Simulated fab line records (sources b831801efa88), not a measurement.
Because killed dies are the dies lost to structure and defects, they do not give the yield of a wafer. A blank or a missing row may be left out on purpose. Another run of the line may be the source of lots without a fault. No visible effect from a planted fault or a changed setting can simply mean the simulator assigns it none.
The tool behind it: which one? :: flow gf180mcu :: 13 lots with 39 wafers sampled at 3 steps, on a route of 602 steps

## WHAT EACH GAUGE READ, for each wafer
GF_M4_RS_MEAS_05: measurement is done with a four-point probe. Usual: M4_ALCU_RS typically reads 0.0696 ohm/sq, with standard deviation 0.00075.
lot: L286
measured: day 22 12:32
on: film_metro-01
M4_ALCU_RS (ohm/sq): 0.0680 0.0686 0.0685
flag: 

lot: L289
measured: day 23 07:13
on: film_metro-04
M4_ALCU_RS (ohm/sq): 0.0696 0.0712 0.0698
flag: 

lot: L290
measured: day 23 15:52
on: film_metro-04
M4_ALCU_RS (ohm/sq): 0.0704 0.0695 0.0701
flag: 

lot: L291
measured: day 24 02:46
on: film_metro-04
M4_ALCU_RS (ohm/sq): 0.0698 0.0700 0.0695
flag: 

lot: L293
measured: day 24 20:49
on: film_metro-01
M4_ALCU_RS (ohm/sq): 0.0687 0.0703 0.0702
flag: 

lot: L298
measured: day 26 11:52
on: film_metro-01
M4_ALCU_RS (ohm/sq): 0.0684 0.0684 0.0684
flag: 

lot: L300
measured: day 27 08:28
on: film_metro-01
M4_ALCU_RS (ohm/sq): 0.0696 0.0696 0.0694
flag: 

lot: L302
measured: day 27 22:44
on: film_metro-04
M4_ALCU_RS (ohm/sq): 0.0689 0.0686 0.0691
flag: 

lot: L303
measured: day 28 13:16
on: film_metro-04
M4_ALCU_RS (ohm/sq): 0.0693 0.0694 0.0694
flag: 

lot: L305
measured: day 29 02:38
on: film_metro-01
M4_ALCU_RS (ohm/sq): 0.0693 0.0699 0.0699
flag: 

lot: L306
measured: day 29 05:28
on: film_metro-02
M4_ALCU_RS (ohm/sq): 0.0685 0.0680 0.0694
flag: 

lot: L308
measured: day 29 15:47
on: film_metro-01
M4_ALCU_RS (ohm/sq): 0.0691 0.0688 0.0687
flag: 

lot: L309
measured: day 29 21:32
on: film_metro-02
M4_ALCU_RS (ohm/sq): 0.0680 0.0699 0.0698
flag: 

GF_V4_THK_MEAS_01. Usual: V4_CVD_00_THK typically reads 599 nm, with standard deviation 6.7.
lot: L286
measured: day 23 11:56
on: film_metro-01
V4_CVD_00_THK (nm): 595 592 594
flag: 

lot: L289
measured: day 24 06:27
on: film_metro-02
V4_CVD_00_THK (nm): 603 596 611
flag: 

lot: L290
measured: day 24 15:18
on: film_metro-03
V4_CVD_00_THK (nm): 598 585 592
flag: 

lot: L291
measured: day 25 02:07
on: film_metro-03
V4_CVD_00_THK (nm): 603 597 601
flag: 

lot: L293
measured: day 25 19:32
on: film_metro-02
V4_CVD_00_THK (nm): 610 603 605
flag: 

lot: L298
measured: day 27 09:03
on: film_metro-01
V4_CVD_00_THK (nm): 600 597 592
flag: 

lot: L300
measured: day 28 05:26
on: film_metro-03
V4_CVD_00_THK (nm): 600 593 600
flag: 

lot: L302
measured: day 28 19:46
on: film_metro-03
V4_CVD_00_THK (nm): 594 607 594
flag: 

lot: L303
measured: day 29 09:37
on: film_metro-01
V4_CVD_00_THK (nm): 606 597 595
flag: 

lot: L305
measured: day 29 22:48
on: film_metro-01
V4_CVD_00_THK (nm): 606 604 608
flag: 

lot: L306
measured: day 30 01:21
on: film_metro-02
V4_CVD_00_THK (nm): 603 604 599
flag: 

lot: L308
measured: day 30 10:26
on: film_metro-03
V4_CVD_00_THK (nm): 608 608 607
flag: 

lot: L309
measured: day 30 17:11
on: film_metro-01
V4_CVD_00_THK (nm): 595 599 598
flag: 

GF_V4_OVL_MEAS_15. Usual: V4_OVL typically reads 3 nm, with standard deviation 5.1.
lot: L286
measured: day 24 10:41
on: overlay-01
V4_OVL (nm): 3 2 5
flag: 

lot: L289
measured: day 25 05:20
on: overlay-02
V4_OVL (nm): 2 14 7
flag: 

lot: L290
measured: day 25 13:40
on: overlay-02
V4_OVL (nm): 3 7 2
flag: 

lot: L291
measured: day 26 00:27
on: overlay-02
V4_OVL (nm): 3 0 6
flag: 

lot: L293
measured: day 26 18:03
on: overlay-02
V4_OVL (nm): 6 5 7
flag: 

lot: L298
measured: day 28 06:02
on: overlay-01
V4_OVL (nm): 15 9 4
flag: 

lot: L300
measured: day 29 02:01
on: overlay-01
V4_OVL (nm): 3 3 -1
flag: 

lot: L302
measured: day 29 15:40
on: overlay-01
V4_OVL (nm): -1 -8 -7
flag: 

lot: L303
measured: day 30 05:05
on: overlay-02
V4_OVL (nm): -2 -4 0
flag: 

lot: L305
measured: day 30 17:22
on: overlay-01
V4_OVL (nm): -8 -8 -4
flag: 

lot: L306
measured: day 30 20:14
on: overlay-01
V4_OVL (nm): 8 2 4
flag: 

lot: L308
measured: day 31 05:16
on: overlay-01
V4_OVL (nm): 13 4 5
flag: 

lot: L309
measured: day 31 11:26
on: overlay-02
V4_OVL (nm): 13 12 10
flag: 

## WHICH TOOL RAN EACH LOT (tool, then ch and the chambers of the sampled wafers, then the start)
There is no process step in the record ahead of these readings.

## WHAT THE TOOLS THEMSELVES READ (means of the sampled wafers that have a number; where no wafer has one, the mark that the record gives instead)
The record holds no such reading with a usual standard deviation.

## THE ANSWER, worked out from the rows above alone
Rule: lot off if the mean of its wafers having a number is beyond 3 standard deviations from the usual mean. Also off: a lot with no number at a reading for which 4 or more lots have one. All remaining lots with rows at the step are treated as sound. Order of review: gauges by route order, followed by the tools' own readings, for which a lot's mean as printed above is used. The first step at which some lot is off is used, and at that step the reading that is off furthest; a lot without a number counts as furthest.
None of the lots is off at any reading shown; this tells nothing.

## WHAT THE SIMULATOR HAD INSERTED
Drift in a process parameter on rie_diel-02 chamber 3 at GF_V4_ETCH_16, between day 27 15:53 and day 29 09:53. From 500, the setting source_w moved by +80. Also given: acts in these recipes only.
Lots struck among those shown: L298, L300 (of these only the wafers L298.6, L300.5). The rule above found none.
